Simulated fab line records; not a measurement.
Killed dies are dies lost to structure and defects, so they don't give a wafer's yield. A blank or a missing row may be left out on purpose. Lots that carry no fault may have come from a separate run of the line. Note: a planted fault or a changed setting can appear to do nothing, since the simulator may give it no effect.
Struck lot and sound lot, side by side || flow sfq_line || 32 steps out of a route of 325
Sound: wafers L543.1, L543.2, L543.5. Struck: wafers L547.1, L547.5, L547.6. The cause comes at the end.
Each step with rows lists, per side, the tool, then ch with its chambers, then its first start. Under that, the readings that differ: sound wafers || struck wafers || difference of the means || sigmas: that difference in standard deviations of wafers without a fault.
alike: words and numbers the same on both sides, and readings whose means are apart by under 2 such deviations; not compared: readings that were withheld, readings missing a value for some wafer, numbers with overlapping values and no deviation given by the record, and bounds like >300 which may hide the same value.
Wherever a step has rows on one side only, a row that says differs or no value, or a row with sigmas, the two part there. Numbers that have no deviation but don't overlap get no sigmas and don't part them. Lack of a reading on every wafer of one side parts them only where that side has two or more wafers.

SFQ_L0_RS_MEAS_901: uses a four-point probe to measure.
  sound: film_metro-03 at day 2 08:34; struck: film_metro-02 at day 3 04:34
  alike: L0_MONX_KI_RS
SFQ_L0_THK_MEAS_902: measures by xrf.
  sound: film_metro-03 at day 2 08:41; struck: film_metro-02 at day 3 04:41
{"reading": "L0_MONX_KI_THK (nm)", "sound": "39.0 39.0 39.5", "struck": "39.8 40.3 40.1", "difference": "+0.9", "sigmas": "+2"}
then, 6 steps without rows for these wafers: SFQ_TRILAYER_L0_LITHO_COAT_010 (resist thk 62 nm); SFQ_TRILAYER_L0_LITHO_COAT_005 (resist thk 600 nm); SFQ_TRILAYER_L0_LITHO_SOFTBAKE_009; SFQ_TRILAYER_L0_LITHO_EXPOSE_006 (exposes mask L0, target cd 2000 nm); SFQ_TRILAYER_L0_LITHO_PEB_008 (peb time 60 s); SFQ_TRILAYER_L0_LITHO_DEVELOP_007 (time 60 s).
-- the record jumps here: 3 days lie between the struck wafers' starts before and after --
SFQ_TRILAYER_L0_BARC_OPEN_METAL_ETCH_010: etches BARC in O2, target depth 125 nm, time 41.7 s.
  sound on rie_metal-04 ch 0,1, day 5 05:34; struck on rie_metal-03 ch 0,1, day 6 04:22
  alike: drypump_motor_current_A, oes_product_au
  not compared: rf_hours_counter_h
SFQ_TRILAYER_L0_ETCH_METAL_ETCH_008: etches MoNx KI in SF6/O2, stops on SiO2, target depth 50 nm, time 25 s.
  sound on rie_metal-04 ch 0,1, day 5 05:38; struck on rie_metal-03 ch 0,1, day 6 04:26
  alike: drypump_motor_current_A, oes_product_au
  not compared: rf_hours_counter_h
SFQ_TRILAYER_L0_STRIP_STRIP_009: strips in O2.
  sound on rie_metal-04 ch 0,1, day 5 05:41; struck on rie_metal-03 ch 0,1, day 6 04:29
  alike: drypump_motor_current_A, oes_product_au
  not compared: rf_hours_counter_h
then, 1 step without rows for these wafers: SFQ_TRILAYER_L0_STRIP_SOLV_CLEAN_010 (cleans in NMP, time 600 s).
SFQ_TRILAYER_L0_CAP_PECVD_011: deposits SiO2 from SiH4/N2O, time 13.333 s, target thk 60 nm.
  sound on pecvd-02 ch 0,1,2, day 5 06:27; struck on pecvd-01 ch 0,1,2, day 6 05:15
  no value came back on the struck wafers for chamber_pressure_Torr (Torr), heater_power_outer_w (W), heater_power_w (W), throttle_valve_pct (%); on the sound wafers chamber_pressure_Torr (Torr) reads 2.408 2.405 2.401
then, 6 steps without rows for these wafers: SFQ_TRILAYER_L0_VIA_LITHO_COAT_018 (resist thk 62 nm); SFQ_TRILAYER_L0_VIA_LITHO_COAT_013 (resist thk 650 nm); SFQ_TRILAYER_L0_VIA_LITHO_SOFTBAKE_017; SFQ_TRILAYER_L0_VIA_LITHO_EXPOSE_014 (exposes mask L0V, target cd 700 nm); SFQ_TRILAYER_L0_VIA_LITHO_PEB_016 (peb time 60 s); SFQ_TRILAYER_L0_VIA_LITHO_DEVELOP_015 (time 60 s).
SFQ_L0V_OVL_MEAS_903:
  sound: overlay-01 at day 6 01:13; struck: overlay-01 at day 7 01:05
  alike: L0V_OVL
SFQ_TRILAYER_L0_VIA_BARC_OPEN_VIA_ETCH_021: etches BARC in O2, target depth 125 nm, time 41.7 s.
  sound on rie_diel-04 ch 0,2,3, day 6 01:14; struck on rie_diel-04 ch 2,3, day 7 01:08
  alike: drypump_motor_current_A, oes_product_au
  not compared: rf_hours_counter_h
SFQ_TRILAYER_L0_VIA_ETCH_VIA_ETCH_016: etches SiO2 in CHF3, stops on MoNx KI, target depth 80 nm.
  sound on rie_diel-04 ch 0,2,3, day 6 01:17; struck on rie_diel-04 ch 2,3, day 7 01:10
{"reading": "oes_product_au (a.u.)", "sound": "0.851 0.841 0.837", "struck": "0.380 0.378 0.379", "difference": -0.464, "sigmas": -57}
{"reading": "model.etch.depth_nm (nm)", "sound": "60.23 60.04 60.73", "struck": "0 0 0", "difference": -60, "sigmas": ""}
  alike: drypump_motor_current_A
SFQ_TRILAYER_L0_VIA_STRIP_STRIP_017: strips in O2.
  sound on rie_metal-01 ch 0,1, day 6 01:20; struck on rie_metal-02 ch 0,1, day 7 01:13
  alike: drypump_motor_current_A, oes_product_au
  not compared: rf_hours_counter_h
then, 3 steps without rows for these wafers: SFQ_TRILAYER_L0_VIA_STRIP_SOLV_CLEAN_018 (cleans in NMP, time 600 s); SFQ_TRILAYER_M0_DEP_PRE_CLEAN_020 (time 15 s); SFQ_TRILAYER_M0_DEP_SPUTTER_019 (material Nb, target thk 200 nm, time 133.3 s).
SFQ_M0_RS_MEAS_904: uses a four-point probe to measure.
  sound: film_metro-01 at day 6 02:13; struck: film_metro-04 at day 7 02:06
  alike: M0_NB_RS
then, 3 steps without rows for these wafers: SFQ_TRILAYER_M0_LITHO_COAT_026 (resist thk 62 nm); SFQ_TRILAYER_M0_LITHO_COAT_021 (resist thk 600 nm); SFQ_TRILAYER_M0_LITHO_SOFTBAKE_025.
SFQ_TRILAYER_M0_LITHO_EXPOSE_022: exposes mask M0, target cd 500 nm.
  struck on krf_scanner-01, day 8 00:40; sound on krf_scanner-01 ch 0, day 6 17:43
  no value came back on the struck wafers for exposure_dose_mJ_cm2, focus_offset_nm (nm); on the sound wafers exposure_dose_mJ_cm2 reads 14.402 14.416 14.413
  alike: mask
then, 1 step without rows for these wafers: SFQ_TRILAYER_M0_LITHO_PEB_024 (peb time 60 s).

WHERE THEY PART
Last at SFQ_TRILAYER_M0_LITHO_EXPOSE_022 as far as this record goes, first at SFQ_L0_THK_MEAS_902.

WHY: what had been put in by the simulator
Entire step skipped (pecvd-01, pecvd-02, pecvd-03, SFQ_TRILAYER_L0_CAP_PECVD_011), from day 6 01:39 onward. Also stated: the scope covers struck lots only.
